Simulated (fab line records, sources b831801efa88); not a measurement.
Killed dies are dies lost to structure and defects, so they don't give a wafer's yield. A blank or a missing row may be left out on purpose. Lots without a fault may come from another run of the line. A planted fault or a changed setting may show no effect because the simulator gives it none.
A struck lot beside a sound one | flow sky130 | 17 steps out of a route of 708
Sound: wafers L702.2, L702.3, L702.5. Struck: wafers L710.2, L710.4, L710.6. The cause comes at the end.
At each step with rows: each side's tool, then ch and its chambers, then its first start. Under that, the readings that differ: sound wafers | struck wafers | difference of the means | sigmas: that difference in standard deviations of wafers without a fault.
alike: readings whose means differ by less than 2 such deviations, and words and numbers that are the same on both sides. not compared: withheld readings, readings that some wafer has no value for, bounds like >300 that may hide the same value, and numbers for which the record gives no deviation and whose values overlap.
The two part at a step that has a row with sigmas, a row that says differs or no value, or rows on one side only. Numbers that don't overlap but have no deviation are shown without sigmas and don't part them. A reading that every wafer of one side lacks parts them only if that side has two wafers or more.

SKY_CONTACT_BOW_MEAS_05:
  sound on film_metro-03, day 30 20:10; struck on film_metro-03, day 34 00:39
  alike: CONTACT_BOW
then, 8 steps without rows for these wafers: SKY_CONTACT_DEHYDRATE_06 (time 60 s); SKY_CONTACT_HMDS_07 (prime time 60 s); SKY_CONTACT_COAT_08 (resist thk 60 nm); SKY_CONTACT_COAT_09 (resist thk 450 nm); SKY_CONTACT_SOFTBAKE_10 (time 90 s); SKY_CONTACT_EXPOSE_11 (exposes mask CTM1, target cd 170 nm); SKY_CONTACT_PEB_12; SKY_CONTACT_DEVELOP_13 (develop time 60 s).
SKY_CONTACT_CD_MEAS_14: target cd 170 nm.
  sound on cd_sem-02, day 32 00:13; struck on cd_sem-01, day 35 02:59
  alike: cd_nm
SKY_CONTACT_OVL_MEAS_15:
  sound on overlay-02, day 32 00:20; struck on overlay-01, day 35 03:05
  alike: CONTACT_OVL
SKY_CONTACT_ETCH_16: etches BARC in N2/H2, stops on SiO2, time 45.9 s, target depth 60 nm.
  sound on rie_diel-02 ch 2,3, day 32 00:22; struck on rie_diel-03 ch 0,3, day 35 03:07
  alike: bias_w, chamber_pressure_mTorr, drypump_motor_current_A, oes_product_au, throttle_valve_pct
  not compared: rf_hours_counter_h
SKY_CONTACT_ETCH_17: etches SiO2 in C4F8/O2/Ar, stops on Si3N4, target depth 340 nm.
  sound on rie_diel-02 ch 2,3, day 32 00:24; struck on rie_diel-03 ch 0,3, day 35 03:10
  no value came back on the struck wafers for bias_w (W), chamber_pressure_mTorr (mTorr), oes_product_au (a.u.); on the sound wafers bias_w (W) reads 1200 1203 1197
  reading                                        | sound             | struck            | difference | sigmas
  model.KrF-thick_of_CONTACT_COAT_09.thk_nm (nm) | 327.9 330.6 328.4 | 392.3 391.7 390.7 | +62.6      |
SKY_CONTACT_ETCH_18: etches Si3N4 in CHF3/O2, stops on TiN, time 39 s, target depth 75 nm.
  sound on rie_diel-02 ch 2,3; struck on rie_diel-03 ch 0,3
  reading                                        | sound             | struck            | difference | sigmas
  oes_product_au (a.u.)                          | 0.847 0.862 0.858 | 0.374 0.375 0.379 | -0.480     | -64
  throttle_valve_pct (%)                         | 8.794 8.805 8.793 | 8.671 8.671 8.677 | -0.124     | -14
  model.KrF-thick_of_CONTACT_COAT_09.thk_nm (nm) | 243.5 247.7 243.6 | 307.9 306.6 306.1 | +61.9      |
  alike: O2_flow_sccm, bias_w, drypump_motor_current_A
  not compared: rf_hours_counter_h
SKY_CONTACT_STRIP_19: strips in O2/N2.
  sound on plasma_asher-04 ch 0,1, day 32 00:29; struck on plasma_asher-03 ch 0,1, day 35 03:15
  reading                      | sound             | struck            | difference | sigmas
  oes_product_au (a.u.)        | 0.376 0.383 0.381 | 0.408 0.412 0.411 | +0.030     | +6
  strip_time_to_endpoint_s (s) | 3.628 3.653 3.623 | 4.290 4.276 4.293 | +0.652     | +28
  alike: drypump_motor_current_A
  not compared: rf_hours_counter_h
then, 1 step without rows for these wafers: SKY_CONTACT_STRIP_20 (strips in post etch residue remover, time 1200 s).
-- the record jumps here: 13 days lie between the struck wafers' starts before and after (it left off in module CONTACT and takes up again in module PAD_OPEN, whose first step shown is number 708 of the route) --
SKY_PAD_OPEN_PROBE_99:
  sound on prober-01, day 46 03:37; struck on prober-01, day 48 11:01
  reading            | sound    | struck      | difference | sigmas
  killed_at_M0_to_M3 | 35 46 43 | 217 233 242 | +189       | +26
  killed_at_M4_up    | 0 4 1    | 65 56 59    | +58        | +32
  killed_at_contacts | 23 16 29 | 131 127 118 | +103       | +18
  killed_at_other    | 1 0 2    | 63 63 58    | +60        | +85
  killed_dies        | 74 76 87 | 492 492 492 | +413       | +45
  killed_on_rim      | 13 12 17 | 96 96 96    | +82        | +23
  alike: killed_at_front_end, killed_open, killed_short

WHERE THEY PART
First at SKY_CONTACT_ETCH_17; last, within this record, at SKY_PAD_OPEN_PROBE_99.

WHY: what the simulator had put in
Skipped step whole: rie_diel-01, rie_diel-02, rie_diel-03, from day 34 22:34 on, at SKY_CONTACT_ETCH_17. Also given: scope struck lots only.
